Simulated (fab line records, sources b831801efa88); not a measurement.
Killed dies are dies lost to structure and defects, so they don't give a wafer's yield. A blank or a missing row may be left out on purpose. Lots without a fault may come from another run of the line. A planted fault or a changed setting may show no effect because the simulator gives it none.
Which tool did it? | flow gf180mcu | 6 lots, 18 wafers sampled, at 3 steps of a route of 602

WHAT THE GAUGES READ, wafer by wafer
GF_M5_CD_MEAS_07: target cd 280 nm.
lot  | measured     | on        | cd_nm (nm)
L161 | day 26 18:47 | cd_sem-02 | 279.3 280.1 279.6
L163 | day 27 09:45 | cd_sem-01 | 277.9 278.5 279.4
L166 | day 28 08:47 | cd_sem-02 | 280.7 279.5 279.6
L174 | day 30 17:01 | cd_sem-02 | 271.3 270.6 270.4 270.9 271.1 270.0
L180 | day 32 10:02 | cd_sem-01 | 280.0 279.2 278.5
L182 | day 33 02:41 | cd_sem-02 | 280.0 280.7 279.7

WHICH TOOL RAN EACH LOT (tool, then ch and the chambers of the sampled wafers, then the start)
lot  | GF_MIM_SPUTTER_01            | GF_M5_PEB_05
L161 | pvd_sputter-03, day 24 23:13 | litho_track-01 ch 0, day 26 18:26
L163 | pvd_sputter-01, day 25 14:34 | litho_track-03 ch 0, day 27 09:11
L166 | pvd_sputter-01, day 26 15:26 | litho_track-04 ch 0, day 28 08:26
L174 | pvd_sputter-04, day 29 02:54 | litho_track-04 ch 0, day 30 16:40
L180 | pvd_sputter-01, day 31 01:01 | litho_track-01 ch 0, day 32 09:41
L182 | pvd_sputter-01, day 31 16:53 | litho_track-03 ch 0, day 33 02:20
- GF_MIM_SPUTTER_01: material TiN, target thk 30 nm, time 25 s.
- GF_M5_PEB_05: peb time 90 s.

THE ANSWER, worked out from the rows above alone
Rule: what is usual is taken from the lots themselves. Put in order of their means at a reading, lots are off if they are a third of the lots or fewer, leave a main group of 4 or more, and stand apart from it by a gap of 3 or more times the standard deviation of the main group's means; of several such gaps the widest counts. A main group whose means are all the same, to the digits that the tables above print for the reading, isn't used. A lot without any number at a reading at which 4 lots or more have one is off too. The other lots that the step has rows for count as sound.
Off: L174, at GF_M5_CD_MEAS_07 (cd_nm). The main group: mean 279.5 nm, standard deviation 0.55.
A tool fits if, at a process step before that reading, it ran every lot that is off, and no sound lot after the first of them. The gauges at GF_M5_CD_MEAS_07 are tried like those tools. Can't be told from this: 2 tools fit, pvd_sputter-04 at GF_MIM_SPUTTER_01, litho_track-04 at GF_M5_PEB_05.

WHAT THE SIMULATOR HAD PUT IN
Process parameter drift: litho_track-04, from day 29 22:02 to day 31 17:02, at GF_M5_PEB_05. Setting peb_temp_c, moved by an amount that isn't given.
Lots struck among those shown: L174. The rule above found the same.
